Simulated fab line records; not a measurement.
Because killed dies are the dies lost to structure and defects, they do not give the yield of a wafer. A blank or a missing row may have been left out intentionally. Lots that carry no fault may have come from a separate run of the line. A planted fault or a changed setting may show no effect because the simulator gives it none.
What tool caused it? || flow gf180mcu || 15 lots, 45 wafers sampled, at 2 steps of a route of 602

## WHAT EACH GAUGE READ, for each wafer
GF_V1_BOW_MEAS_05. Usual: V1_BOW gives 82 um (standard deviation 7.6).
{"lot": "L964", "measured": "day 16 23:07", "on": "film-metro-04", "V1_BOW (um)": "91 78 86", "flag": ""}
{"lot": "L966", "measured": "day 17 18:19", "on": "film-metro-02", "V1_BOW (um)": "85 83 87", "flag": ""}
{"lot": "L968", "measured": "day 18 18:56", "on": "film-metro-03", "V1_BOW (um)": "86 83 80", "flag": ""}
{"lot": "L969", "measured": "day 19 07:31", "on": "film-metro-03", "V1_BOW (um)": "82 73 85", "flag": ""}
{"lot": "L970", "measured": "day 19 12:31", "on": "film-metro-02", "V1_BOW (um)": "87 75 83", "flag": ""}
{"lot": "L971", "measured": "day 19 16:59", "on": "film-metro-04", "V1_BOW (um)": "85 88 74", "flag": ""}
{"lot": "L972", "measured": "day 20 07:16", "on": "film-metro-02", "V1_BOW (um)": "82 82 71", "flag": ""}
{"lot": "L973", "measured": "day 20 08:59", "on": "film-metro-03", "V1_BOW (um)": "82 80 76", "flag": ""}
{"lot": "L981", "measured": "day 24 00:26", "on": "film-metro-04", "V1_BOW (um)": "85 73 103", "flag": ""}
{"lot": "L982", "measured": "day 24 01:34", "on": "film-metro-02", "V1_BOW (um)": "69 78 78", "flag": ""}
{"lot": "L983", "measured": "day 24 06:56", "on": "film-metro-04", "V1_BOW (um)": "84 88 96", "flag": ""}
{"lot": "L984", "measured": "day 24 08:28", "on": "film-metro-03", "V1_BOW (um)": "79 88 89", "flag": ""}
{"lot": "L985", "measured": "day 24 10:55", "on": "film-metro-03", "V1_BOW (um)": "85 85 86", "flag": ""}
{"lot": "L986", "measured": "day 25 02:41", "on": "film-metro-02", "V1_BOW (um)": "80 96 86", "flag": ""}
{"lot": "L987", "measured": "day 25 15:08", "on": "film-metro-02", "V1_BOW (um)": "87 80 85", "flag": ""}

## TOOL THAT RAN EACH LOT (tool first, then ch and the chambers of the sampled wafers, then the start)
{"lot": "L964", "GF_V1_CVD_02": "pecvd-04 ch 0,2, day 16 22:38"}
{"lot": "L966", "GF_V1_CVD_02": "pecvd-01 ch 0,1,2, day 17 17:52"}
{"lot": "L968", "GF_V1_CVD_02": "pecvd-02 ch 0,1,2, day 18 18:30"}
{"lot": "L969", "GF_V1_CVD_02": "pecvd-01 ch 0,2, day 19 07:05"}
{"lot": "L970", "GF_V1_CVD_02": "pecvd-04 ch 0,1,2, day 19 12:04"}
{"lot": "L971", "GF_V1_CVD_02": "pecvd-04 ch 0,1,2, day 19 16:32"}
{"lot": "L972", "GF_V1_CVD_02": "pecvd-04 ch 0,1,2, day 20 06:50"}
{"lot": "L973", "GF_V1_CVD_02": "pecvd-01 ch 0,2, day 20 08:31"}
{"lot": "L981", "GF_V1_CVD_02": "pecvd-04 ch 0,1,2, day 23 23:58"}
{"lot": "L982", "GF_V1_CVD_02": "pecvd-01 ch 0,1,2, day 24 01:08"}
{"lot": "L983", "GF_V1_CVD_02": "pecvd-04 ch 0,1, day 24 06:28"}
{"lot": "L984", "GF_V1_CVD_02": "pecvd-01 ch 1,2, day 24 08:01"}
{"lot": "L985", "GF_V1_CVD_02": "pecvd-02 ch 0,1, day 24 10:29"}
{"lot": "L986", "GF_V1_CVD_02": "pecvd-02 ch 1,2, day 25 02:15"}
{"lot": "L987", "GF_V1_CVD_02": "pecvd-01 ch 0,1,2, day 25 14:41"}
- GF_V1_CVD_02: deposits SiO2 from TEOS, target thk 850 nm, time 94.851 s.

## WHAT THE TOOLS THEMSELVES READ (means of the sampled wafers that have a number; where no wafer has one, the mark that the record gives instead)
GF_V1_CVD_02. Usual: heater-power-w at 679 W, with a standard deviation of 100.
{"lot": "L964", "tool": "pecvd-04", "heater-power-w (W)": 552, "flag": ""}
{"lot": "L966", "tool": "pecvd-01", "heater-power-w (W)": 654, "flag": ""}
{"lot": "L968", "tool": "pecvd-02", "heater-power-w (W)": 744, "flag": ""}
{"lot": "L969", "tool": "pecvd-01", "heater-power-w (W)": 642, "flag": ""}
{"lot": "L970", "tool": "pecvd-04", "heater-power-w (W)": 654, "flag": ""}
{"lot": "L971", "tool": "pecvd-04", "heater-power-w (W)": 651, "flag": ""}
{"lot": "L972", "tool": "pecvd-04", "heater-power-w (W)": 635, "flag": ""}
{"lot": "L973", "tool": "pecvd-01", "heater-power-w (W)": 606, "flag": ""}
{"lot": "L981", "tool": "pecvd-04", "heater-power-w (W)": 615, "flag": ""}
{"lot": "L982", "tool": "pecvd-01", "heater-power-w (W)": 636, "flag": ""}
{"lot": "L983", "tool": "pecvd-04", "heater-power-w (W)": 667, "flag": ""}
{"lot": "L984", "tool": "pecvd-01", "heater-power-w (W)": 611, "flag": ""}
{"lot": "L985", "tool": "pecvd-02", "heater-power-w (W)": 781, "flag": ""}
{"lot": "L986", "tool": "pecvd-02", "heater-power-w (W)": 820, "flag": ""}
{"lot": "L987", "tool": "pecvd-01", "heater-power-w (W)": 638, "flag": ""}

## THE ANSWER, worked out from the rows above alone
Rule: a lot is off if the mean of its wafers that have a number lies more than 3 standard deviations from the usual mean. Also off: a lot with no number at a reading for which 4 or more lots have one. All remaining lots with rows at the step are treated as sound. Order of review: gauges by route order, followed by the tools' own readings, for which a lot's mean as printed above is used. At the first step where some lot is off, the reading lying furthest off is the one used; lots without a number count as furthest.
Nothing can be told from this: no lot is off at any reading shown.

## WHAT THE SIMULATOR HAD INSERTED
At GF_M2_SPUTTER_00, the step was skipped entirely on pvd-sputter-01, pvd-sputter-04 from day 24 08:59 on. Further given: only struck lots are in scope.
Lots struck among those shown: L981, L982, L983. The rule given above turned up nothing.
